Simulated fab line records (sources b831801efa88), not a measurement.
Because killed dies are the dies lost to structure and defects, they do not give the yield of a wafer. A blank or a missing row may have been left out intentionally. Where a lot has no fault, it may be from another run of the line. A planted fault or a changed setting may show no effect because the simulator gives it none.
Problem report in the 8D (eight disciplines) form, filled by code / flow sky130 / the parts of the form that need people (team, actions taken, sign-off) are left out

## 1. WHAT WENT WRONG
runLengthS at SKY_METAL1_SOFTBAKE_11 reads a mean of 106.52 s on 6 wafers of 2 lots; wafers without a fault read 119.17 s with a standard deviation of 0.25. That is -51 standard deviations from the usual mean.
The step: time 90 s.
First observed at day 37 02:00: wafer L401.1, on lithoTrack-03. Wafers with a number at this step in the record: 36, from 12 lots. Rule for "out" (also "out of limits"): further than 4 standard deviations from the usual mean. The rest of the wafers with a number are treated as sound.

## 2. WHAT IT IS AND WHAT IT IS NOT
question=which readings at this step | is=runLengthS, heaterPowerTotalW | is not=-
question=which lots | is=L401, L402 | is not=L387, L391, L395, L397, L398, L400, L405, L407, L408, L410
question=which wafers of those lots | is=all that have a number | is not=-
question=read on which tools | is=lithoTrack-03 | is not=lithoTrack-02, lithoTrack-04
question=when | is=from day 37 02:00 | is not=up to then (18 sound wafers); but 12 sound wafers of L405, L407, L408, L410 came after

## 3. WHAT RULES OUT EACH SUSPECT
Counting: a tool at any process step up to the reading remains a suspect when it ran all the lots that are out and ran no sound lot after the first of those.
- lithoTrack-03 at SKY_METAL1_SOFTBAKE_11 (time 90 s): kept. It ran every lot that is out, first L401 (day 37 02:00), and no sound lot after that; its last sound lot up to then is L398 (day 35 17:00). Its own readings are out on those wafers: heaterPowerTotalW, runLengthS.
After counting, what remains is lithoTrack-03 at SKY_METAL1_SOFTBAKE_11.

## 4. THE CAUSE (what the simulator had put in)
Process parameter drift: lithoTrack-03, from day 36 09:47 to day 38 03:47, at SKY_METAL1_SOFTBAKE_11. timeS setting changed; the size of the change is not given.
Counting left only this tool.

## 5. SEQUENCE OF EFFECTS, ordered by route
Each row: a reading whose mean over the struck wafers that have a number lies more than 3 standard deviations from the usual. Only readings for which the record gives a usual standard deviation are gone through. hours: the time from each lot's start at the first step in this table that gives one to its start at this step, as a median over the lots. sigmas: the change in usual standard deviations.
hours=0; step=SKY_METAL1_SOFTBAKE_11; reading=heaterPowerTotalW; usual=57.35 W; on struck wafers=60.08; change=+2.73; sigmas=+25
hours=0; step=SKY_METAL1_SOFTBAKE_11; reading=runLengthS; usual=119.17 s; on struck wafers=106.52; change=-12.65; sigmas=-51
Process steps it contains:
- SKY_METAL1_SOFTBAKE_11: time 90 s.

## 6. WHAT WOULD HAVE CAUGHT IT SOONER
In this record the first reading out of limits was taken at day 37 02:00, 16 hours after the fault began at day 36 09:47.
